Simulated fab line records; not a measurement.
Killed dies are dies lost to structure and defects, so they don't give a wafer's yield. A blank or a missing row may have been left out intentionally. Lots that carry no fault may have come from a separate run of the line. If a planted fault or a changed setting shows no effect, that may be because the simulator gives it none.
The same fault as seen by 2 desks    flow gf180mcu    each desk has only its own numbers; what lay behind them comes last

== FOR THE TOOL OWNER'S DESK: cvd-w-02 ==
The tool's own readings at GF_V2_CVD_23 (deposits W, target thk 350 nm, time 104.94 s): means of the sampled wafers that have a number, for each lot that ran on this tool. Any lot whose mean is over 4 standard deviations away from the usual mean is out of limits and marked OUT; that distance is given in the brackets.
Columns: A = heater-power-w at GF_V2_CVD_23, usual 875 W
lot   first seen here  A
L580  day 21 18:06     929
L582  day 22 18:25     950
L588  day 24 20:11     973
L589  day 25 03:52     959
L593  day 26 03:45     982
L594  day 26 10:19     975
L596  day 27 00:29     933
This desk found nothing out of limits on any of the 7 lots.

== FROM THE METROLOGY DESK ==
Lot by lot, what the gauges showed, no matter which tool ran the lot: averages of those sampled wafers that carry a number. Any lot whose mean is over 4 standard deviations away from the usual mean is out of limits and marked OUT; that distance is given in the brackets.
Columns: A = M2_OVL at GF_M2_OVL_MEAS_15, usual 2 nm; B = V2_W_RS at GF_V2_RS_MEAS_24, usual 0.326 ohm/sq; C = V2_W_THK at GF_V2_THK_MEAS_25, usual 353 nm
lot   first seen here  A   B                 C
L580  day 20 16:07     -7  0.296 (-9.2) OUT  401 (+11) OUT
L582  day 21 16:59     7   0.297 (-8.7) OUT  397 (+10) OUT
L588  day 23 19:58     3   0.326             349
L589  day 24 03:26     -9  0.328             349
L590  day 24 07:25     5   0.325             355
L592  day 24 20:46     0   0.325             355
L593  day 25 04:16     7   0.330             346
L594  day 25 10:43     8   0.327             349
L596  day 26 01:50     -1  0.329             350
L598  day 26 15:55     2   0.328             352
L599  day 27 00:43     3   0.324             354
This desk's result: L580, L582 out of limits, first on L580 (V2_W_RS at GF_V2_RS_MEAS_24), day 21 18:13. L588, L589, L590, L592, L593, L594, L596, L598, L599: within limits.

== BROUGHT TOGETHER ==
L580, L582 would have let the metrology desk raise an alarm at day 21 18:13.
The desk of the tool owner found nothing out of limits.
The tool owner's desk has L580, L582 on record, within its limits.
Of the lots named, all ran GF_V2_CVD_23 on cvd-w-02.

== WHAT THE SIMULATOR PUT IN ==
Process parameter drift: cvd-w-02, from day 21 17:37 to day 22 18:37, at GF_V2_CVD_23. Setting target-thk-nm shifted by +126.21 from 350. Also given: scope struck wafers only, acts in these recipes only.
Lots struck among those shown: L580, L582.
Delay in hours, fault start to first out-of-limits reading, per desk: metrology desk 1.
